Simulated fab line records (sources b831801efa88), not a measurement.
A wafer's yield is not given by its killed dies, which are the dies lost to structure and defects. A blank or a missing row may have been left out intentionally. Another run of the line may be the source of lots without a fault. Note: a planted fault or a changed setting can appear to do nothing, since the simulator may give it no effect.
Which tool did it?	flow sky130	12 lots with 36 wafers sampled at 6 steps, on a route of 708 steps

WHAT EACH GAUGE READ, for each wafer
SKY_LDD_HVN_TW_MEAS_10. Usual: LDD_HVN_TW 1450, standard deviation 12.
lot	measured	on	LDD_HVN_TW	flag
L705	day 20 07:04	film metro-04	1464 1464 1457	
L706	day 20 09:10	film metro-01	1467 1457 1462	
L707	day 21 03:43	film metro-03	1449 1450 1451	
L708	day 21 04:07	film metro-03	1444 1450 1452	
L709	day 21 17:43	film metro-01	1453 1453 1449	
L710	day 22 06:58	film metro-01	1458 1463 1461	
L711	day 22 15:43	film metro-03	1441 1447 1448	
L712	day 22 16:40	film metro-04	1465 1459 1467	
L713	day 23 20:04	film metro-04	1470 1459 1476	
L722	day 26 13:52	film metro-03	1440 1437 1440	
L724	day 26 22:12	film metro-01	1448 1447 1453	
L727	day 27 23:01	film metro-01	1457 1450 1457	

SKY_RES_XHIGH_TW_MEAS_09. Usual: RES_XHIGH_TW 1657, standard deviation 13.
lot	measured	on	RES_XHIGH_TW	flag
L705	day 26 15:55	film metro-03	1640 1638 1648	
L706	day 26 18:38	film metro-04	1678 1680 1670	
L707	day 27 08:52	film metro-04	1656 1671 1660	
L708	day 27 10:36	film metro-03	1652 1642 1646	
L709	day 27 23:07	film metro-03	1648 1640 1652	
L710	day 28 10:20	film metro-03	1644 1641 1644	
L711	day 28 16:20	film metro-04	1671 1665 1673	
L712	day 28 19:02	film metro-03	1641 1648 1651	
L713	day 30 10:52	film metro-03	1642 1643 1649	
L722	day 32 11:03	film metro-03	1544 1538 1544	OFF
L724	day 32 19:02	film metro-03	1552 1537 1539	OFF
L727	day 33 19:44	film metro-01	1656 1655 1668	

SKY_SD_N_CD_MEAS_07 targets a cd of 380 nm. Usual: cd nm at 380.4 nm, with a standard deviation of 2.
lot	measured	on	cd nm (nm)	flag
L705	day 27 19:38	cd sem-01	379.9 383.0 380.9	
L706	day 27 22:14	cd sem-02	379.9 381.1 377.8	
L707	day 28 13:38	cd sem-01	382.0 378.8 379.6	
L708	day 28 14:41	cd sem-01	381.1 379.3 379.9	
L709	day 29 02:41	cd sem-02	382.9 383.3 383.4	
L710	day 29 14:11	cd sem-01	377.7 377.2 376.5	
L711	day 29 20:38	cd sem-01	382.9 382.9 385.4	
L712	day 29 22:14	cd sem-01	381.5 380.6 381.0	
L713	day 31 14:38	cd sem-02	380.5 377.5 376.5	
L722	day 33 13:58	cd sem-02	378.8 379.7 379.5	
L724	day 33 21:29	cd sem-02	376.7 380.4 379.5	
L727	day 34 22:26	cd sem-02	378.2 379.7 378.1	

SKY_SD_N_RS_MEAS_18: measurement is done with a four-point probe. Usual: RES_XHIGH_RS 333.7 ohm/sq, standard deviation 1.3.
lot	measured	on	RES_XHIGH_RS (ohm/sq)	flag
L705	day 27 20:43	film metro-04	332.1 330.7 332.8	
L706	day 27 23:19	film metro-04	335.4 335.7 333.6	
L707	day 28 14:44	film metro-03	334.0 334.5 335.6	
L708	day 28 15:49	film metro-01	333.8 333.6 334.8	
L709	day 29 03:46	film metro-04	334.4 333.2 333.0	
L710	day 29 15:17	film metro-01	333.0 333.2 333.3	
L711	day 29 21:43	film metro-03	330.6 333.9 331.9	
L712	day 29 23:19	film metro-01	331.7 332.4 331.9	
L713	day 31 15:44	film metro-04	334.8 334.1 334.0	
L722	day 33 15:03	film metro-04	391.8 393.2 391.3	OFF
L724	day 33 22:34	film metro-03	392.7 394.7 393.0	OFF
L727	day 34 23:31	film metro-01	333.8 333.6 332.7	

SKY_LI_CONTACT_OVL_MEAS_13. Usual: LI_CONTACT_OVL 3 nm, standard deviation 4.7.
lot	measured	on	LI_CONTACT_OVL (nm)	flag
L705	day 29 01:41	overlay-02	1 2 4	
L706	day 29 03:38	overlay-02	5 9 5	
L707	day 29 19:47	overlay-02	5 3 12	
L708	day 29 21:06	overlay-01	9 1 1	
L709	day 30 08:33	overlay-02	4 3 1	
L710	day 30 19:45	overlay-02	6 6 9	
L711	day 31 02:36	overlay-02	2 -1 -2	
L712	day 31 03:47	overlay-02	0 -4 6	
L713	day 32 19:33	overlay-02	8 11 10	
L722	day 34 18:48	overlay-01	-1 -1 -1	
L724	day 35 02:15	overlay-02	9 8 4	
L727	day 36 03:02	overlay-02	2 7 3	

WHAT TOOL EACH LOT RAN ON (gives the tool, then ch and the chambers of the sampled wafers, and finally the start)
lot	SKY_RES_XHIGH_IMPLANT_07
L705	implanter-02 ch 0, day 26 15:40
L706	implanter-04 ch 0, day 26 18:24
L707	implanter-02 ch 0, day 27 08:38
L708	implanter-01 ch 0, day 27 10:21
L709	implanter-02 ch 0, day 27 22:52
L710	implanter-01 ch 0, day 28 10:06
L711	implanter-01 ch 0, day 28 16:06
L712	implanter-04 ch 0, day 28 18:47
L713	implanter-02 ch 0, day 30 10:37
L722	implanter-04 ch 0, day 32 10:50
L724	implanter-04 ch 0, day 32 18:47
L727	implanter-02 ch 0, day 33 19:29
- SKY_RES_XHIGH_IMPLANT_07

WHAT THE TOOLS THEMSELVES READ (means of the sampled wafers that have a number; where no wafer has one, the mark that the record gives instead)
SKY_RES_XHIGH_IMPLANT_07. Usual: beam on s 38.1 s, standard deviation 1; faraday current uA 532, standard deviation 14; tilt deg 0.006 degrees, standard deviation 0.021.
lot	tool	beam on s (s)	faraday current uA	tilt deg (degrees)	flag
L705	implanter-02	38.4	529	-0.023	
L706	implanter-04	37.7	538	0.008	
L707	implanter-02	38.6	527	0.028	
L708	implanter-01	39.1	518	0.010	
L709	implanter-02	39.4	516	0.000	
L710	implanter-01	39.2	518	-0.022	
L711	implanter-01	39.6	512	0.021	
L712	implanter-04	37.5	540	0.006	
L713	implanter-02	37.8	537	0.028	
L722	implanter-04	30.2	670	0.012	OFF
L724	implanter-04	30.0	676	-0.008	OFF
L727	implanter-02	38.6	524	-0.015	

THE ANSWER, worked out from the rows above alone
Rule: take the mean of a lot's wafers that have a number; if it is more than 3 standard deviations from the usual mean, the lot is off. A lot without any number at a reading at which 4 lots or more have one is off too. All remaining lots with rows at the step are treated as sound. After the gauges, taken in route order, come the tools' own readings; for these a lot's mean is taken, as printed above. At the first step where some lot is off, the reading lying furthest off is the one used; lots without a number count as furthest.
Off: L722, L724, seen at SKY_RES_XHIGH_TW_MEAS_09 (RES_XHIGH_TW).
A tool fits if, at a process step before that reading, it ran every lot that is off, and no sound lot after the first of them. The gauges at SKY_RES_XHIGH_TW_MEAS_09 aren't tried: what is off there is off at SKY_RES_XHIGH_IMPLANT_07 too, on other tools, and a gauge's error can't cause that. One fits: SKY_RES_XHIGH_IMPLANT_07 on implanter-04. Its last sound lot is L712 (day 28 18:47), its first lot that is off L722 (day 32 10:50): a fault that began between those two fits.
The tool's own readings at SKY_RES_XHIGH_IMPLANT_07 bear it out: on the lots that are off they differ by more than 5 times the standard deviation of the sound lots' means. beam on s reads 30.1 s there against 38.6 s on the sound lots; faraday current uA reads 673 there against 526 on the sound lots.

WHAT HAD BEEN PUT IN BY THE SIMULATOR
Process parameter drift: implanter-04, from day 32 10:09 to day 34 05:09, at SKY_RES_XHIGH_IMPLANT_07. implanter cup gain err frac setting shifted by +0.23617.
Shown lots that were struck: L722, L724. Same finding as the rule above.
